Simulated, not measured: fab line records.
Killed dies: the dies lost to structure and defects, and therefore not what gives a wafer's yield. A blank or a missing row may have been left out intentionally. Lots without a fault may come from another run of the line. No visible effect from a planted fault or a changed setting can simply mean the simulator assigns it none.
The tool behind it: which one?	flow sky130	6 lots with 18 wafers sampled at 2 steps, on a route of 708 steps

WHAT THE GAUGES READ, wafer by wafer
SKY_VT_ADJUST_LVTN_OVL_MEAS_07.
lot	measured	on	VT_ADJUST_LVTN_OVL (nm)
L323	day 7 09:20	overlay-01	0.5 0.6 1.4
L325	day 7 20:19	overlay-02	-1.1 0.3 1.4
L335	day 10 11:40	overlay-01	1.6 0.4 -1.1
L337	day 11 20:34	overlay-01	1.2 -0.1 0.4
L340	day 12 13:56	overlay-02	-0.1 0.0 -1.2
L341	day 12 21:32	overlay-01	-1.3 -0.3 -0.6

EACH LOT AND THE TOOL THAT RAN IT (in order: tool; ch and the chambers of the sampled wafers; start)
lot	SKY_VT_ADJUST_HVTP_STRIP_10
L323	plasmaAsher-04 ch 0,1, day 6 15:14
L325	plasmaAsher-03 ch 0,1, day 7 01:14
L335	plasmaAsher-03 ch 0,1, day 9 12:59
L337	plasmaAsher-01 ch 0,1, day 10 20:32
L340	plasmaAsher-01 ch 0,1, day 11 14:02
L341	plasmaAsher-03 ch 0,1, day 11 21:14
- SKY_VT_ADJUST_HVTP_STRIP_10: strips in O2/N2.

THE ANSWER, worked out from the rows above alone
Rule: what is usual is taken from the lots themselves. The widest of any qualifying gaps counts: lots, ordered by their means at a reading, are off when they make up no more than a third of the lots, leave a main group of 4 or more, and stand apart from it by 3 or more times the standard deviation of that group's means. A main group whose means are all the same, to the digits that the tables above print for the reading, isn't used. A lot without any number at a reading at which 4 lots or more have one is off too. Where the step has rows for the other lots, those lots are counted as sound.
No lot is off at any reading shown: from this, nothing can be told.

WHAT HAD BEEN PUT IN BY THE SIMULATOR
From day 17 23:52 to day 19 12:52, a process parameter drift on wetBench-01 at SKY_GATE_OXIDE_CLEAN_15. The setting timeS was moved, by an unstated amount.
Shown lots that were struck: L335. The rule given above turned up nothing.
